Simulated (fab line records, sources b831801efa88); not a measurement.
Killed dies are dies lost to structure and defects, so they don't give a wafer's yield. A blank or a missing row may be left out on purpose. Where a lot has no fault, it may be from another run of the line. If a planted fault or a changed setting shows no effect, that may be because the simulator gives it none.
Which of the tools did it? || flow sky130 || 11 lots with 33 wafers sampled at 3 steps, on a route of 708 steps

WHAT THE GAUGES READ, wafer by wafer
SKY_CAP2M_RS_MEAS_03: the measuring method here is four-point-probe.
{"lot": "L840", "measured": "day 40 13:39", "on": "filmMetro-02", "CAP2M_TIN_RS (ohm/sq)": "7.08 6.94 7.08"}
{"lot": "L842", "measured": "day 41 07:44", "on": "filmMetro-04", "CAP2M_TIN_RS (ohm/sq)": "6.98 6.86 7.12"}
{"lot": "L846", "measured": "day 43 01:03", "on": "filmMetro-03", "CAP2M_TIN_RS (ohm/sq)": "6.81 6.76 6.82"}
{"lot": "L847", "measured": "day 43 02:02", "on": "filmMetro-02", "CAP2M_TIN_RS (ohm/sq)": "6.68 6.73 6.76"}
{"lot": "L848", "measured": "day 43 03:32", "on": "filmMetro-03", "CAP2M_TIN_RS (ohm/sq)": "6.94 6.98 6.86"}
{"lot": "L849", "measured": "day 43 08:30", "on": "filmMetro-04", "CAP2M_TIN_RS (ohm/sq)": "7.04 6.94 6.91"}
{"lot": "L852", "measured": "day 44 07:26", "on": "filmMetro-02", "CAP2M_TIN_RS (ohm/sq)": "6.96 6.96 6.82"}
{"lot": "L858", "measured": "day 45 15:57", "on": "filmMetro-02", "CAP2M_TIN_RS (ohm/sq)": "7.09 7.05 7.10"}
{"lot": "L859", "measured": "day 46 01:12", "on": "filmMetro-02", "CAP2M_TIN_RS (ohm/sq)": "6.83 6.89 6.85"}
{"lot": "L860", "measured": "day 46 02:38", "on": "filmMetro-02", "CAP2M_TIN_RS (ohm/sq)": "6.98 6.91 6.97"}
{"lot": "L861", "measured": "day 46 05:02", "on": "filmMetro-02", "CAP2M_TIN_RS (ohm/sq)": "6.90 6.89 6.80"}

WHICH TOOL RAN EACH LOT (tool, then ch and the chambers of the sampled wafers, then the start)
{"lot": "L840", "SKY_METAL4_SPUTTER_00": "pvdSputter-01, day 40 13:19", "SKY_METAL4_SPUTTER_04": "pvdSputter-01, day 40 13:25"}
{"lot": "L842", "SKY_METAL4_SPUTTER_00": "pvdSputter-04, day 41 07:20", "SKY_METAL4_SPUTTER_04": "pvdSputter-04, day 41 07:26"}
{"lot": "L846", "SKY_METAL4_SPUTTER_00": "pvdSputter-02, day 43 00:42", "SKY_METAL4_SPUTTER_04": "pvdSputter-02, day 43 00:49"}
{"lot": "L847", "SKY_METAL4_SPUTTER_00": "pvdSputter-02, day 43 01:41", "SKY_METAL4_SPUTTER_04": "pvdSputter-02, day 43 01:47"}
{"lot": "L848", "SKY_METAL4_SPUTTER_00": "pvdSputter-01, day 43 03:11", "SKY_METAL4_SPUTTER_04": "pvdSputter-01, day 43 03:17"}
{"lot": "L849", "SKY_METAL4_SPUTTER_00": "pvdSputter-01, day 43 08:09", "SKY_METAL4_SPUTTER_04": "pvdSputter-01, day 43 08:16"}
{"lot": "L852", "SKY_METAL4_SPUTTER_00": "pvdSputter-04, day 44 07:06", "SKY_METAL4_SPUTTER_04": "pvdSputter-04, day 44 07:12"}
{"lot": "L858", "SKY_METAL4_SPUTTER_00": "pvdSputter-04, day 45 15:34", "SKY_METAL4_SPUTTER_04": "pvdSputter-04, day 45 15:40"}
{"lot": "L859", "SKY_METAL4_SPUTTER_00": "pvdSputter-04, day 46 00:50", "SKY_METAL4_SPUTTER_04": "pvdSputter-04, day 46 00:56"}
{"lot": "L860", "SKY_METAL4_SPUTTER_00": "pvdSputter-01, day 46 02:15", "SKY_METAL4_SPUTTER_04": "pvdSputter-01, day 46 02:22"}
{"lot": "L861", "SKY_METAL4_SPUTTER_00": "pvdSputter-02, day 46 04:41", "SKY_METAL4_SPUTTER_04": "pvdSputter-02, day 46 04:47"}
- SKY_METAL4_SPUTTER_00: material Ti, target thk 15 nm, time 10 s.
- SKY_METAL4_SPUTTER_04: material TiN, target thk 70 nm, time 58.3 s.

THE ANSWER, worked out from the rows above alone
Rule: the usual values come from the lots themselves. The widest of any qualifying gaps counts: lots, ordered by their means at a reading, are off when they make up no more than a third of the lots, leave a main group of 4 or more, and stand apart from it by 3 or more times the standard deviation of that group's means. A main group whose means are all the same, to the digits that the tables above print for the reading, isn't used. A lot without any number at a reading at which 4 lots or more have one is off too. Where the step has rows for the other lots, those lots are counted as sound.
Nothing can be told from this: no lot is off at any reading shown.

WHAT THE SIMULATOR HAD PUT IN
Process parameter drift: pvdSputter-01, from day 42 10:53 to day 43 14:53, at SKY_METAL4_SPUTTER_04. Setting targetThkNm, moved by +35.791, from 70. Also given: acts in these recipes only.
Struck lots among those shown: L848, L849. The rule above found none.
